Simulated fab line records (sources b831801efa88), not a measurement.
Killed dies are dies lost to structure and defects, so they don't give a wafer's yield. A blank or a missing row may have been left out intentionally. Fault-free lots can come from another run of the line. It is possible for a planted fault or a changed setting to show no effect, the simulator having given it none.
Matching of chambers | flow sky130 | rieDiel-04 running SKY_POLY_GATE_ETCH_16: 4 sister chambers
The step etches Si3N4 in CH3F/O2, stops on poly-Si, time 147.5 s, target depth 75 nm. 8 wafers are shown with their chamber, then 10 later ones without.

== WAFERS WITH THEIR CHAMBER ==
wafer  | chamber | drypumpMotorCurrentA (A) | oesProductAu (a.u.)
L089.6 | 2       | 5.1                      | 0.641
L090.3 | 1       | 6.3                      | 0.648
L090.6 | 3       | 5.4                      | 0.634
L092.2 | 0       | 5.0                      | 0.644
L092.4 | 1       | 6.2                      | 0.642
L092.5 | 2       | 5.1                      | 0.637
L093.2 | 3       | 5.4                      | 0.647
L093.4 | 0       | 5.0                      | 0.641

== WAFERS MISSING THEIR CHAMBER ==
wafer  | drypumpMotorCurrentA (A) | oesProductAu (a.u.)
L093.6 | 5.0                      | 0.640
L094.2 | 5.0                      | 0.645
L094.3 | 5.1                      | 0.642
L094.6 | 5.0                      | 0.638
L095.1 | 5.0                      | 0.644
L095.4 | 5.1                      | 0.651
L095.5 | 6.3                      | 0.638
L097.2 | 5.0                      | 0.647
L097.3 | 5.1                      | 0.641
L097.6 | 5.1                      | 0.638

== EACH ONE'S CHAMBER ==
wafer  | from the rows above     | in truth
L093.6 | 0                       | 0
L094.2 | 0                       | 0
L094.3 | 2                       | 2
L094.6 | can't be placed: 0 or 2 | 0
L095.1 | 0                       | 0
L095.4 | can't be placed: 2 or 0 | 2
L095.5 | 1                       | 1
L097.2 | 0                       | 0
L097.3 | 2                       | 2
L097.6 | 2                       | 2
Correct placement for 8 of the 10. These rows do not allow placing 2 (true chamber among the candidates in 2). Wrongly placed: 0.
How it was worked out, from the rows above alone: a wafer's distance from a chamber is the root of the sum, over the readings, of the square of ((its reading less the chamber's mean) divided by the reading's scatter). The wafer belongs to the nearest chamber; if the next one is less than 2 further off, it can't be placed. Each chamber's mean is taken over the wafers shown for it. The scatter: the root of (the sum of the squares of (reading less its chamber's mean) over the shown wafers, divided by (wafers less chambers)).
